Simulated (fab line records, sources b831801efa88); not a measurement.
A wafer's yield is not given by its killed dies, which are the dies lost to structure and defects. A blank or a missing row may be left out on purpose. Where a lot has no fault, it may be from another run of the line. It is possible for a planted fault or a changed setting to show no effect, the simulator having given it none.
Matching of chambers ; flow gf180mcu ; GF_STI_CMP_25 on cmp-02: 4 sister chambers
The step polishes, stops on Si3N4, t overpolish 33 s, target thk 524.6 nm. 4 wafers are shown with their chamber, then 8 later ones without.

## WAFERS, EACH WITH ITS CHAMBER
wafer;chamber;motorCurrentA (A)
L270.4;1;11.2
L270.5;3;11.2
L270.6;2;11.5
L272.1;0;10.7

## WAFERS MISSING THEIR CHAMBER
wafer;motorCurrentA (A)
L272.2;11.4
L272.5;11.4
L273.1;10.8
L273.2;10.2
L273.4;11.4
L275.3;11.4
L275.4;10.4
L275.5;11.5

## THE CHAMBER EACH PASSED THROUGH
wafer;from the rows above;in truth
L272.2;can't be placed: 2 or 1 or 3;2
L272.5;can't be placed: 2 or 1 or 3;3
L273.1;can't be placed: 0 or 1 or 3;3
L273.2;0;0
L273.4;can't be placed: 2 or 1 or 3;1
L275.3;can't be placed: 2 or 1 or 3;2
L275.4;0;0
L275.5;can't be placed: 2 or 1 or 3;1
Placed correctly: 2 of 8. Cannot be placed on the basis of these rows: 6; the candidates contain the true chamber in 6. Placed wrongly: 0.
How it was worked out, from the rows above alone: a wafer's distance from a chamber is the root of the sum, over the readings, of the square of ((its reading less the chamber's mean) divided by the reading's scatter). The wafer belongs to the nearest chamber; if the next one is less than 2 further off, it can't be placed. Each chamber's mean is taken over the wafers shown for it. The scatter (one wafer shown for each chamber): square how far every hidden wafer sits from the nearest shown wafer, average those squares and take the square root.
